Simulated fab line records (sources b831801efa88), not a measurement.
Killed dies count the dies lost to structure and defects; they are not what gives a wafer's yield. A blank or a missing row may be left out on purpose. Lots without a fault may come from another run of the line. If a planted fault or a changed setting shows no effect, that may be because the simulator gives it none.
Matching of chambers ; flow gf180mcu ; rie_diel-04 running GF_V5_ETCH_16: 4 sister chambers
The step etches BARC in N2/H2. 4 wafers are shown with their chamber, then 7 later ones without.

EACH WAFER AND ITS CHAMBER
wafer;chamber;drypump_motor_current_A (A)
L684.4;2;5.6
L686.2;0;6.0
L686.6;3;6.2
L690.5;1;5.6

WAFERS WITH NO CHAMBER GIVEN
wafer;drypump_motor_current_A (A)
L690.6;6.1
L694.1;5.7
L694.3;5.6
L694.4;6.2
L703.1;6.1
L703.4;6.2
L703.6;6.1

EACH ONE'S CHAMBER
wafer;from the rows above;in truth
L690.6;can't be placed: 0 or 3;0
L694.1;can't be placed: 1 or 2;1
L694.3;can't be placed: 1 or 2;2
L694.4;3;3
L703.1;can't be placed: 0 or 3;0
L703.4;3;3
L703.6;can't be placed: 0 or 3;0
Correct placement for 2 of the 7. These rows do not allow placing 5 (true chamber among the candidates in 5). 0 placed wrongly.
How it was worked out, from the rows above alone: a wafer's distance from a chamber is the root of the sum, over the readings, of the square of ((its reading less the chamber's mean) divided by the reading's scatter). The wafer belongs to the nearest chamber; if the next one is less than 2 further off, it can't be placed. For every chamber, the mean is computed from those of its wafers that are shown. The scatter (one wafer shown for each chamber): square how far every hidden wafer sits from the nearest shown wafer, average those squares and take the square root.
